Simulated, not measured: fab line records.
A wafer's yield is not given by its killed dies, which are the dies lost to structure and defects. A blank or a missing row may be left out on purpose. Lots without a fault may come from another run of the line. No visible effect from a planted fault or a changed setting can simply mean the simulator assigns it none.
A lot that was struck, set against a sound lot / flow gf180mcu / 15 steps out of a route of 602
Sound: these wafers, L954.1, L954.4, L954.6. Struck: wafer L968.3. (L968.4, L968.6 of the same lot were not struck and are left out.) The cause comes at the end.
At each step with rows: each side's tool, then ch and its chambers, then its first start. Under that, the readings that differ: sound wafers / struck wafers / difference of the means / sigmas: that difference in standard deviations of wafers without a fault.
alike: words and numbers the same on both sides, and readings whose means are apart by under 2 such deviations; not compared: readings that were withheld, readings missing a value for some wafer, numbers with overlapping values and no deviation given by the record, and bounds like >300 which may hide the same value.
A row with sigmas, a row that says differs or no value, or rows on one side alone: a step with any of these is where the two part. Numbers that have no deviation but don't overlap get no sigmas and don't part them. A reading missing from all wafers of one side parts the sides only when that side holds two or more wafers.

GF_V3_CD_MEAS_14 targets a cd of 260 nm.
  sound: cd-sem-02 at day 23 09:32; struck: cd-sem-01 at day 28 00:51
  alike: cd-nm
GF_V3_OVL_MEAS_15:
  sound: overlay-02 at day 23 09:40; struck: overlay-01 at day 28 00:56
reading=V3_OVL (nm); sound=-4 1 3; struck=12; difference=+12; sigmas=+2
GF_V3_ETCH_16: etches BARC in N2/H2.
  sound on rie-diel-02 ch 2,3, day 23 09:42; struck on rie-diel-04 ch 2, day 28 00:58
  alike: drypump-motor-current-A, oes-product-au, throttle-valve-pct
GF_V3_ETCH_17: etches SiO2 in C4F8/O2/Ar, stops on TiN, target depth 635 nm.
  sound on rie-diel-02 ch 2,3; struck on rie-diel-04 ch 2
  alike: oes-product-au
then, 3 steps without rows for these wafers: GF_V3_STRIP_18 (strips in O2/N2); GF_V3_STRIP_19 (strips in post etch residue remover, time 1200 s); GF_V3_CLEAN_20 (cleans in DIW).
GF_V3_SPUTTER_21: material Ti, target thk 15 nm, time 80.02 s.
  sound: pvd-sputter-04 at day 23 10:23; struck: pvd-sputter-01 at day 28 01:41
  alike: throttle-valve-pct
GF_V3_SPUTTER_22: material TiN, target thk 10 nm, time 40 s.
  sound: pvd-sputter-04 at day 23 10:27; struck: pvd-sputter-01 at day 28 01:45
  alike: throttle-valve-pct
GF_V3_CVD_23: deposits W, target thk 350 nm, time 104.9 s.
  sound on cvd-w-02 ch 0,1, day 23 10:29; struck on cvd-w-02 ch 0, day 28 01:49
  alike: heater-power-outer-w, heater-power-w
GF_V3_RS_MEAS_24: a four-point-probe measurement.
  sound: film-metro-04 at day 23 10:36; struck: film-metro-03 at day 28 01:56
  alike: V3_W_RS
GF_V3_THK_MEAS_25: measures by xrf.
  sound: film-metro-04 at day 23 10:43; struck: film-metro-03 at day 28 02:02
  alike: V3_W_THK
GF_V3_CMP_26: polishes, stops on SiO2, t overpolish 15 s, target thk 0 nm.
  sound on cmp-01 ch 0,1, day 23 10:47; struck on cmp-01 ch 0, day 28 02:11
reading=overpolish-run-s (s); sound=14.996 15.005 15.012; struck=0.041; difference=-14.963; sigmas=-99 or more
reading=time-to-endpoint-s (s); sound=82 69 73; struck=129; difference=+54; sigmas=+9
  alike: motor-current-A
then, 1 step without rows for these wafers: GF_M4_SPUTTER_00 (material Ti, target thk 37.5 nm, time 150 s).
-- the record jumps here: 6 days lie between the struck wafers' starts before and after (it left off in module M4 and takes up again in module PASSIVATION, whose first step shown is number 602 of the route) --
GF_PASSIVATION_PROBE_99:
  record: rows for the struck wafers here (prober-01, day 33 17:16), none for the sound ones

== WHERE THEY PART ==
Earliest at GF_V3_OVL_MEAS_15; latest, in this record, at GF_PASSIVATION_PROBE_99.

WHY: what had been put in by the simulator
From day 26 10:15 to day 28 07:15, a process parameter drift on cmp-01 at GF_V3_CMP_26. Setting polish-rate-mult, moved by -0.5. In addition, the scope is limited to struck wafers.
